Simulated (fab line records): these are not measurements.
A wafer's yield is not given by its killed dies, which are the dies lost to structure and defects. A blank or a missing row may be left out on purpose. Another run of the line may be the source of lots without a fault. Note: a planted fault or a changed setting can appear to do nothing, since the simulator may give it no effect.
Code-filled problem report in 8D (eight disciplines) form + flow gf180mcu + the parts of the form that need people (team, actions taken, sign-off) are left out

1. WHAT WENT WRONG
Wafers without a fault read 67.7 s, standard deviation 2.5; run length s at GF_STI_WET_ETCH_28 reads a mean of 46.8 s on 9 wafers belonging to 3 lots. Relative to the usual mean, that is a shift of -8.4 standard deviations.
The step: etches SiO2 in dHF, target depth 20 nm, time 40 s.
The first sign was on wafer L687.1 at day 5 10:04, on wet bench-03. At this step, 42 wafers from 14 lots have a number in the record. The rule behind "out" and "out of limits": a value lying over 4 standard deviations away from the usual mean. Any other wafer with a number is counted as sound.

2. WHAT THIS IS AND IS NOT
| question                    | is                     | is not                                                                          |
|-----------------------------|------------------------|---------------------------------------------------------------------------------|
| which readings at this step | run length s           | -                                                                               |
| which lots                  | L687, L688, L689       | L674, L675, L676, L677, L678, L679, L680, L681, L691, L692, L693                |
| which wafers of those lots  | all that have a number | -                                                                               |
| read on which tools         | wet bench-03           | wet bench-01, wet bench-04                                                      |
| when                        | from day 5 10:04       | up to then (24 sound wafers); but 9 sound wafers of L691, L692, L693 came after |

3. WHAT RULES OUT EACH SUSPECT
Counting: a tool stays on the suspect list if, at a process step up to the reading, it processed all lots that are out and no sound lot following the first of them.
- wet bench-03 at GF_STI_WET_ETCH_28 (etches SiO2 in dHF, target depth 20 nm, time 40 s): kept. Every lot that is out went through it, starting with L687 (day 5 10:04), and after that it ran no sound lot; the last sound lot it ran before then is L681 (day 4 03:11). Out on those wafers are its own readings of run length s.
Left after counting: wet bench-03 at GF_STI_WET_ETCH_28.

4. THE CAUSE (what the simulator had put in)
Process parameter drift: wet bench-03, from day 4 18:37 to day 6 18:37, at GF_STI_WET_ETCH_28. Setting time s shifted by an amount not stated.
The count eliminated every tool but this one.

5. THE EFFECT CHAIN, in route order
Rows list readings where the struck wafers' mean (over those with a number) sits beyond 3 standard deviations from the usual. Only readings for which the record gives a usual standard deviation are gone through. hours: the time from each lot's start at the first step in this table that gives one to its start at this step, as a median over the lots. sigmas: the change in usual standard deviations.
| hours | step               | reading      | usual  | on struck wafers | change | sigmas |
|-------|--------------------|--------------|--------|------------------|--------|--------|
| 0     | GF_STI_WET_ETCH_28 | run length s | 67.7 s | 46.8             | -20.9  | -8.4   |
Its process steps:
- GF_STI_WET_ETCH_28: etches SiO2 in dHF, target depth 20 nm, time 40 s.
Later measuring or inspecting steps at which every struck wafer that the step has a row for has a number for every such reading, and none has moved that far: GF_MVSD_TW_MEAS_11.

6. HOW IT WOULD HAVE BEEN CAUGHT EARLIER
In this record the first reading out of limits was taken at day 5 10:04, 15 hours after the fault began at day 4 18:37.
